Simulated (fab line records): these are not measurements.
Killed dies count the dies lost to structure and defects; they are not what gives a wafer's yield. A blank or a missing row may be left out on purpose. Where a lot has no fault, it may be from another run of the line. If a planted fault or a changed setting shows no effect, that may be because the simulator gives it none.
Chamber matching | flow gf180mcu | 4 sister chambers for GF_CONTACT_CMP_04 on cmp-02
The step polishes SiO2. 14 wafers are shown with their chamber, then 7 later ones without.

## WAFERS, EACH WITH ITS CHAMBER
wafer  | chamber | motor_current_A (A) | time_to_endpoint_s (s) | platen_rpm (rpm)
L784.2 | 1       | 14.3                | 106                    | 60.01
L784.3 | 3       | 11.2                | 110                    | 60.01
L784.5 | 0       | 12.5                | 111                    | 59.93
L785.1 | 0       | 12.2                | 110                    | 60.03
L785.5 | 3       | 11.2                | 114                    | 59.96
L785.6 | 2       | 11.6                | 110                    | 60.02
L789.1 | 0       | 12.6                | 115                    | 60.00
L789.2 | 2       | 11.4                | 116                    | 59.93
L789.4 | 3       | 11.7                | 118                    | 59.99
L790.3 | 0       | 13.0                | 111                    | 60.02
L790.5 | 3       | 11.9                | 109                    | 60.02
L790.6 | 2       | 11.6                | 112                    | 59.99
L792.1 | 0       | 12.6                | 119                    | 60.02
L792.4 | 3       | 11.5                | 117                    | 59.97

SIGNATURES (averages over the wafers above)
reading            | chamber 0 | chamber 1 | chamber 2 | chamber 3 | scatter within a chamber
motor_current_A    | 12.580    | 14.300    | 11.533    | 11.500    | 0.271
time_to_endpoint_s | 113.20    | 106.00    | 112.67    | 113.60    | 3.75
platen_rpm         | 60.0000   | 60.0100   | 59.9800   | 59.9900   | 0.0366
Rule: a wafer lies at a distance from a chamber equal to the root of the sum of squares, over the readings, of (its reading less the chamber's mean, divided by the reading's scatter). The wafer belongs to the nearest chamber; if the next one is less than 2 further off, it can't be placed. The scatter: take each reading less its chamber's mean, square it, sum over the shown wafers, divide by the number of wafers less the number of chambers, and take the root.

## WAFERS WITHOUT THEIR CHAMBER
wafer  | motor_current_A (A) | time_to_endpoint_s (s) | platen_rpm (rpm)
L792.6 | 13.9                | 121                    | 60.04
L793.1 | 14.2                | 111                    | 59.97
L793.2 | 11.9                | 109                    | 60.02
L793.6 | 10.8                | 112                    | 59.98
L794.1 | 12.1                | 110                    | 59.97
L794.2 | 11.8                | 109                    | 60.04
L794.4 | 11.7                | 115                    | 59.96

## CHAMBER TAKEN BY EACH
wafer  | from the rows above          | in truth
L792.6 | can't be placed: 1 or 0      | 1
L793.1 | 1                            | 1
L793.2 | can't be placed: 2 or 3 or 0 | 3
L793.6 | can't be placed: 3 or 2      | 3
L794.1 | can't be placed: 0 or 2 or 3 | 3
L794.2 | can't be placed: 3 or 2 or 0 | 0
L794.4 | can't be placed: 2 or 3      | 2
Placed correctly: 1 of 7. Can't be placed from these rows: 6 (the true chamber is among the candidates in 6). Number placed wrongly: 0.
